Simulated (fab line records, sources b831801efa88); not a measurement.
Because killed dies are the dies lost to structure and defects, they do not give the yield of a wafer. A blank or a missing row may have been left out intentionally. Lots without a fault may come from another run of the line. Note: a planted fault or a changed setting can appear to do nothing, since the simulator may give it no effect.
Which of the tools did it? | flow gf180mcu | 7 lots with 21 wafers sampled at 2 steps, on a route of 602 steps

== WHAT THE GAUGES READ, wafer by wafer ==
GF_HV_LDD_TW_MEAS_50.
lot  | measured     | on            | HV_LDD_4_TW
L209 | day 12 17:50 | film_metro-03 | 563.1 566.7 566.6
L213 | day 13 19:27 | film_metro-04 | 570.4 568.7 570.9
L217 | day 15 06:35 | film_metro-02 | 559.5 563.2 561.3
L220 | day 16 00:25 | film_metro-02 | 563.2 563.0 565.4
L226 | day 18 06:39 | film_metro-02 | 566.9 563.3 565.3
L229 | day 19 17:51 | film_metro-04 | 860.2 855.5 859.5
L230 | day 20 06:37 | film_metro-02 | 563.4 561.2 564.5

== TOOL THAT RAN EACH LOT (tool first, then ch and the chambers of the sampled wafers, then the start) ==
lot  | GF_HV_LDD_IMPLANT_48
L209 | implanter-04 ch 0, day 12 17:35
L213 | implanter-04 ch 0, day 13 19:12
L217 | implanter-04 ch 0, day 15 06:20
L220 | implanter-04 ch 0, day 16 00:11
L226 | implanter-04 ch 0, day 18 06:24
L229 | implanter-04 ch 0, day 19 17:36
L230 | implanter-02 ch 0, day 20 06:23
- GF_HV_LDD_IMPLANT_48

== THE ANSWER, worked out from the rows above alone ==
Rule: usual is defined by the lots themselves. The widest of any qualifying gaps counts: lots, ordered by their means at a reading, are off when they make up no more than a third of the lots, leave a main group of 4 or more, and stand apart from it by 3 or more times the standard deviation of that group's means. The tables above print the reading to a certain number of digits; a main group whose means all agree to those digits is not used. A lot without any number at a reading at which 4 lots or more have one is off too. The other lots that the step has rows for count as sound.
Off: L229, at GF_HV_LDD_TW_MEAS_50 (HV_LDD_4_TW). Mean 564.8 and standard deviation 2.7 in the main group.
If a tool, at a process step before that reading, ran all the lots that are off and no sound lot after the first of them, it fits. Those tools and the gauges at GF_HV_LDD_TW_MEAS_50 are tried in the same way. Undecided on this evidence; 2 tools fit (implanter-04 at GF_HV_LDD_IMPLANT_48, film_metro-04 at GF_HV_LDD_TW_MEAS_50).

== WHAT THE SIMULATOR HAD INSERTED ==
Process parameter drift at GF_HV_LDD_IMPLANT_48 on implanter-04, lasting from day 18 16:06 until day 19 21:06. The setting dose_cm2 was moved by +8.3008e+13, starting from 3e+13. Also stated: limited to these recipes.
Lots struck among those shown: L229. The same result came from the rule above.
